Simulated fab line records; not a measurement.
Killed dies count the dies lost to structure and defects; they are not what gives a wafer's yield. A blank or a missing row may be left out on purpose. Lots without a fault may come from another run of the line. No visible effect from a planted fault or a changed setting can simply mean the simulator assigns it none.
Split-lot experiment	flow sky130	23 wafers read across 5 lots, on a route 708 steps long

== THE SPLIT ITSELF ==
At SKY_CONTACT_HDPCVD_02 (deposits SiO2, target thk 565 nm, time 94.2 s), the setting time-s was moved away from the recipe's 94.2 s on 5 of the 23 wafers read, by -14.4% to +8.9%. This setting was run at the recipe's value on the other wafers.

No step appears in the file between the split and the reading.

== THE READING ==
At SKY_CONTACT_THK_MEAS_03: CONTACT_HDPCVD_THK, given in nm. A value of 563 nm with a standard deviation of 5.2 nm is what fault-free wafers of this fab line usually give.

wafer	tool, chamber at the split	time-s as run, s	against the recipe	CONTACT_HDPCVD_THK, nm	against lot-mates on the recipe
L074.1	hdpcvd-02, 2	94.2	recipe	561	-
L074.2	hdpcvd-02, 1	94.2	recipe	558	-
L074.6	hdpcvd-02, 2	94.2	recipe	558	-
L080.2	hdpcvd-01, 1	94.2	recipe	556	-
L080.3	hdpcvd-01, 0	94.2	recipe	551	-
L080.4	hdpcvd-01, 0	94.2	recipe	559	-
L080.5	hdpcvd-01, 2	102.6	+8.9%	603	+48
L080.6	hdpcvd-01, 1	102.6	+8.9%	605	+50
L081.1	hdpcvd-01, 0	94.2	recipe	565	-
L081.2	hdpcvd-01, 1	94.2	recipe	572	-
L081.4	hdpcvd-01, 1	94.2	recipe	573	-
L081.5	hdpcvd-01, 0	94.2	recipe	572	-
L081.6	hdpcvd-01, 2	94.2	recipe	569	-
L082.1	hdpcvd-02, 1	80.64	-14.4%	488	-81
L082.3	hdpcvd-02, 0	94.2	recipe	566	-
L082.4	hdpcvd-02, 1	94.2	recipe	572	-
L082.5	hdpcvd-02, 1	80.64	-14.4%	488	-81
L082.6	hdpcvd-02, 0	80.64	-14.4%	485	-84
L085.1	hdpcvd-02, 2	94.2	recipe	564	-
L085.2	hdpcvd-02, 0	94.2	recipe	561	-
L085.3	hdpcvd-02, 1	94.2	recipe	565	-
L085.5	hdpcvd-02, 2	94.2	recipe	568	-
L085.6	hdpcvd-02, 1	94.2	recipe	560	-

FIT RESULTS
A straight line over all 23 wafers: CONTACT_HDPCVD_THK changes by +5.14 nm for each +1% of time-s; r = +0.98; the points scatter about the line by 6 nm.
The same after taking each lot's own level away (the mean of its wafers on the recipe; 23 wafers): +5.64 nm for each +1%; r = +1.00; scatter 2.7 nm.
The reading moves by 81 nm for the largest change in time-s, on that fit.
Measured against the standard deviation above, the lots' own levels, which go from 555.3 to 570.2 nm, span 2.9 times it.
Hence the lot-to-lot level has little effect on the slope; both slopes agree.
Check: -81.6 nm against its lot-mates is what the line predicts for one of the wafers moved furthest among these (-14.4%) when that wafer is left out of the fit. It came out at -81 nm against them.

== ADDITIONAL SPLITS CARRIED BY THESE WAFERS ==
Before the reading, these wafers also passed through other splits. Each is held against what the fit with the lots' levels taken away leaves over:
other split on the same wafers	wafers away from the commonest value	r with CONTACT_HDPCVD_THK (lot level and that fit taken away)
SKY_LI_CONTACT_EXPOSE_09 dose-mj	7	-0.03
SKY_LI_CONTACT_SPUTTER_19 chamber-pressure-pa	15	+0.04
SKY_LOCAL_INTERCONNECT_COAT_06 resist-thk-nm	10	-0.09
SKY_LOCAL_INTERCONNECT_ETCH_13 bias-w	9	-0.13

== THE WHOLE CHAIN: every reading that the file lists as answering this split, in the file's order ==
step	what it does	reading	change (the file's fit)	r (the file's)
SKY_CONTACT_HDPCVD_02	deposits SiO2, target thk 565 nm, time 94.2 s	SiO2_of_CONTACT_HDPCVD_02.thk-nm (the simulator's own value, which no gauge read)	+5.62 nm for each +1% of the setting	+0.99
SKY_CONTACT_THK_MEAS_03		CONTACT_HDPCVD_THK	+5.62 for each +1% of the setting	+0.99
SKY_CONTACT_CMP_04	polishes SiO2	time-to-endpoint-s	withheld for each +1% of the setting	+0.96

== FILE'S OWN FIT ==
CONTACT_HDPCVD_THK changes by +5.62 nm for each +1% of time-s, r = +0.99.
